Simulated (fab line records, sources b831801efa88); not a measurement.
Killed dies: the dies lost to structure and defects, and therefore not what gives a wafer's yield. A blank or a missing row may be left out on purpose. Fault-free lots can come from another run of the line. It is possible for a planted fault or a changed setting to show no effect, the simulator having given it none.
2 desks looking at one fault + flow gf180mcu + every desk sees just its own numbers, and what lay behind them comes last

== THE TOOL OWNER'S DESK: pvdSputter-01 ==
At GF_M1_SPUTTER_01 (material TiN, target thk 30 nm, time 25 s) the tool's own readings: per lot run on this tool, the mean of the sampled wafers that have a number. Marked OUT: a lot whose mean sits more than 4 standard deviations from the usual mean, which makes it out of limits; the brackets give that distance.
Columns: A = cathodeDcPowerW at GF_M1_SPUTTER_01, usual 6500.1 W; B = chamberPressurePa at GF_M1_SPUTTER_01, usual 0.4000 Pa; C = throttleValvePct at GF_M1_SPUTTER_01, usual 30.8 %
| lot  | first seen here | A                         | B      | C    |
|------|-----------------|---------------------------|--------|------|
| L189 | day 16 20:29    | 6500.2                    | 0.4000 | 30.6 |
| L190 | day 17 04:37    | 6500.2                    | 0.3991 | 30.7 |
| L193 | day 18 06:00    | 6499.9                    | 0.4003 | 30.4 |
| L194 | day 18 15:53    | 10294.0 (+99 or more) OUT | 0.4002 | 30.4 |
| L195 | day 18 21:14    | 10293.7 (+99 or more) OUT | 0.4002 | 31.2 |
| L202 | day 21 16:23    | 6499.8                    | 0.4001 | 30.7 |
| L204 | day 22 06:58    | 6499.2                    | 0.3995 | 30.9 |
| L206 | day 23 12:11    | 6500.1                    | 0.3999 | 31.3 |
This desk finds L194, L195 out of limits, L194 being first, at day 18 15:53 (cathodeDcPowerW at GF_M1_SPUTTER_01). In limits: L189, L190, L193, L202, L204, L206.

== THE METROLOGY DESK ==
What the gauges read for every lot (on any tool): the sampled wafers with a number, averaged. Marked OUT: a lot whose mean sits more than 4 standard deviations from the usual mean, which makes it out of limits; the brackets give that distance.
Columns: A = cdNm at GF_M1_CD_MEAS_14, usual 229.7 nm; B = M2_ALCU_RS at GF_M2_RS_MEAS_05, usual 0.0697 ohm/sq
| lot  | first seen here | A     | B      |
|------|-----------------|-------|--------|
| L189 | day 17 19:50    | 232.6 | 0.0704 |
| L190 | day 18 03:45    | 228.9 | 0.0687 |
| L192 | day 19 06:24    | 229.0 | 0.0693 |
| L193 | day 19 06:38    | 229.2 | 0.0695 |
| L194 | day 19 15:48    | 229.6 | 0.0697 |
| L195 | day 19 21:35    | 230.2 | 0.0698 |
| L201 | day 22 11:17    | 229.4 | 0.0701 |
| L202 | day 22 16:01    | 229.3 | 0.0702 |
| L204 | day 23 06:34    | 230.7 | 0.0697 |
| L206 | day 24 10:31    | 230.4 | 0.0697 |
| L209 | day 24 22:45    | 229.2 | 0.0708 |
| L208 | day 25 00:14    | 229.4 | 0.0693 |
This desk found nothing out of limits on any of the 12 lots.

== ALL TOGETHER ==
At day 18 15:53, on L194, L195, the tool owner's desk was in a position to raise an alarm.
Metrology desk: nothing out of limits seen.
The metrology desk has L194, L195 on record, within its limits.
On pvdSputter-01, each named lot ran GF_M1_SPUTTER_01.

== WHAT HAD BEEN PUT IN BY THE SIMULATOR ==
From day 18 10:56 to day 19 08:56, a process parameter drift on pvdSputter-01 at GF_M1_SPUTTER_01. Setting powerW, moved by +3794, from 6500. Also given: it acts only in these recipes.
Shown lots that were struck: L194, L195.
Delay in hours, fault start to first out-of-limits reading, by desk: the tool owner's desk at 5.
